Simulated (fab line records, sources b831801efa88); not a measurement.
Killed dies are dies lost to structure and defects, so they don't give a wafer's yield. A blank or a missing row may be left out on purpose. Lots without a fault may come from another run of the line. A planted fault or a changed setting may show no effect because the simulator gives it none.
Which tool did it? | flow sky130 | 11 lots, 33 wafers sampled, at 6 steps of a route of 708

WHAT THE GAUGES READ, wafer by wafer
SKY_VIA3_RS_MEAS_22: measures by four-point-probe.
lot  | measured     | on            | VIA3_W_RS (ohm/sq)
L524 | day 40 05:49 | film_metro-01 | 0.287 0.296 0.298
L526 | day 40 08:08 | film_metro-04 | 0.286 0.288 0.296
L529 | day 41 03:14 | film_metro-03 | 0.300 0.301 0.301
L531 | day 41 17:17 | film_metro-04 | 0.299 0.295 0.299
L532 | day 42 01:56 | film_metro-01 | 0.277 0.277 0.271
L534 | day 42 14:57 | film_metro-03 | 0.277 0.277 0.279
L537 | day 43 13:55 | film_metro-04 | 0.288 0.286 0.287
L543 | day 45 04:46 | film_metro-04 | 0.299 0.297 0.300
L545 | day 46 03:16 | film_metro-01 | 0.300 0.288 0.296
L546 | day 46 03:43 | film_metro-03 | 0.296 0.290 0.287
L547 | day 46 16:07 | film_metro-01 | 0.291 0.290 0.298

SKY_VIA3_THK_MEAS_23: measures by xrf.
lot  | measured     | on            | VIA3_W_THK (nm)
L524 | day 40 05:56 | film_metro-01 | 405 391 388
L526 | day 40 08:14 | film_metro-04 | 401 400 390
L529 | day 41 03:19 | film_metro-03 | 373 372 375
L531 | day 41 17:24 | film_metro-04 | 382 388 383
L532 | day 42 02:03 | film_metro-01 | 425 422 435
L534 | day 42 15:04 | film_metro-03 | 406 404 404
L537 | day 43 14:02 | film_metro-04 | 403 405 395
L543 | day 45 04:52 | film_metro-04 | 384 391 384
L545 | day 46 03:23 | film_metro-01 | 380 400 387
L546 | day 46 03:50 | film_metro-03 | 377 391 393
L547 | day 46 16:13 | film_metro-01 | 396 396 385

SKY_CAP2M_RS_MEAS_03: measures by four-point-probe.
lot  | measured     | on            | CAP2M_TIN_RS (ohm/sq)
L524 | day 40 06:44 | film_metro-03 | 6.71 6.58 6.58
L526 | day 40 08:58 | film_metro-01 | 6.65 6.71 6.63
L529 | day 41 04:03 | film_metro-01 | 6.62 6.64 6.57
L531 | day 41 18:07 | film_metro-01 | 6.57 6.74 6.62
L532 | day 42 02:46 | film_metro-01 | 6.74 6.77 6.73
L534 | day 42 15:47 | film_metro-01 | 6.66 6.61 6.60
L537 | day 43 14:45 | film_metro-01 | 6.60 6.68 6.60
L543 | day 45 06:10 | film_metro-02 | 6.71 6.72 6.69
L545 | day 46 04:06 | film_metro-02 | 6.55 6.53 6.56
L546 | day 46 04:32 | film_metro-01 | 6.68 6.74 6.66
L547 | day 46 16:56 | film_metro-02 | 6.63 6.63 6.68

WHICH TOOL RAN EACH LOT (tool, then ch and the chambers of the sampled wafers, then the start)
lot  | SKY_VIA3_SPUTTER_20          | SKY_VIA3_CVD_21               | SKY_METAL4_SPUTTER_04
L524 | pvd_sputter-02, day 40 05:38 | cvd_w-02 ch 0,1, day 40 05:42 | pvd_sputter-01, day 40 06:30
L526 | pvd_sputter-04, day 40 07:56 | cvd_w-02 ch 0,1, day 40 07:59 | pvd_sputter-01, day 40 08:42
L529 | pvd_sputter-02, day 41 02:59 | cvd_w-01 ch 0,1, day 41 03:05 | pvd_sputter-01, day 41 03:45
L531 | pvd_sputter-03, day 41 17:06 | cvd_w-01 ch 0,1, day 41 17:10 | pvd_sputter-02, day 41 17:52
L532 | pvd_sputter-02, day 42 01:44 | cvd_w-01 ch 0,1, day 42 01:48 | pvd_sputter-01, day 42 02:31
L534 | pvd_sputter-03, day 42 14:45 | cvd_w-01 ch 0,1, day 42 14:49 | pvd_sputter-03, day 42 15:32
L537 | pvd_sputter-02, day 43 13:43 | cvd_w-02 ch 1, day 43 13:47   | pvd_sputter-01, day 43 14:29
L543 | pvd_sputter-02, day 45 04:32 | cvd_w-01 ch 0,1, day 45 04:38 | pvd_sputter-02, day 45 05:53
L545 | pvd_sputter-03, day 46 03:05 | cvd_w-02 ch 0,1, day 46 03:09 | pvd_sputter-02, day 46 03:52
L546 | pvd_sputter-02, day 46 03:31 | cvd_w-02 ch 0,1, day 46 03:35 | pvd_sputter-02, day 46 04:17
L547 | pvd_sputter-02, day 46 15:53 | cvd_w-02 ch 0,1, day 46 15:59 | pvd_sputter-02, day 46 16:40
- SKY_VIA3_SPUTTER_20: material TiN, target thk 20 nm, time 80 s.
- SKY_VIA3_CVD_21: deposits W, target thk 390 nm, time 117.31 s.
- SKY_METAL4_SPUTTER_04: material TiN, target thk 70 nm, time 58.3 s.

WHAT THE TOOLS THEMSELVES READ (means of the sampled wafers that have a number; where no wafer has one, the mark that the record gives instead)
SKY_VIA3_SPUTTER_20.
lot  | tool           | cathode_dc_power_W (W) | throttle_valve_pct (%)
L524 | pvd_sputter-02 | 3999.8                 | 29.6
L526 | pvd_sputter-04 | 3999.8                 | 30.1
L529 | pvd_sputter-02 | 4000.1                 | 29.4
L531 | pvd_sputter-03 | 4000.4                 | 29.5
L532 | pvd_sputter-02 | 4000.4                 | 29.4
L534 | pvd_sputter-03 | 3999.9                 | 29.1
L537 | pvd_sputter-02 | 4000.0                 | 29.0
L543 | pvd_sputter-02 | 4000.7                 | 29.0
L545 | pvd_sputter-03 | 3999.2                 | 28.7
L546 | pvd_sputter-02 | 3999.8                 | 29.7
L547 | pvd_sputter-02 | 3999.8                 | 29.7

SKY_VIA3_CVD_21.
lot  | tool     | heater_power_w (W)
L524 | cvd_w-02 | 965
L526 | cvd_w-02 | 903
L529 | cvd_w-01 | 814
L531 | cvd_w-01 | 848
L532 | cvd_w-01 | 812
L534 | cvd_w-01 | 808
L537 | cvd_w-02 | 852
L543 | cvd_w-01 | 858
L545 | cvd_w-02 | 969
L546 | cvd_w-02 | 900
L547 | cvd_w-02 | 904

SKY_METAL4_SPUTTER_04.
lot  | tool           | cathode_dc_power_W (W) | throttle_valve_pct (%)
L524 | pvd_sputter-01 | 6501.0                 | 29.7
L526 | pvd_sputter-01 | 6499.4                 | 29.7
L529 | pvd_sputter-01 | 6499.2                 | 29.6
L531 | pvd_sputter-02 | 6500.4                 | 29.5
L532 | pvd_sputter-01 | 6499.6                 | 29.5
L534 | pvd_sputter-03 | 6500.8                 | 29.3
L537 | pvd_sputter-01 | 6499.6                 | 29.6
L543 | pvd_sputter-02 | 6500.3                 | 29.6
L545 | pvd_sputter-02 | 6499.5                 | 29.7
L546 | pvd_sputter-02 | 6501.1                 | 29.8
L547 | pvd_sputter-02 | 6499.5                 | 29.5

THE ANSWER, worked out from the rows above alone
Rule: what is usual is taken from the lots themselves. Put in order of their means at a reading, lots are off if they are a third of the lots or fewer, leave a main group of 4 or more, and stand apart from it by a gap of 3 or more times the standard deviation of the main group's means; of several such gaps the widest counts. A main group whose means are all the same, to the digits that the tables above print for the reading, isn't used. A lot without any number at a reading at which 4 lots or more have one is off too. The other lots that the step has rows for count as sound. The gauges are gone through in route order, then the tools' own readings, and for those a lot's mean is taken as printed above. The first step at which some lot is off is used, and at that step the reading that is off furthest; a lot without a number counts as furthest.
No lot is off at any reading shown: from this, nothing can be told.

WHAT THE SIMULATOR HAD PUT IN
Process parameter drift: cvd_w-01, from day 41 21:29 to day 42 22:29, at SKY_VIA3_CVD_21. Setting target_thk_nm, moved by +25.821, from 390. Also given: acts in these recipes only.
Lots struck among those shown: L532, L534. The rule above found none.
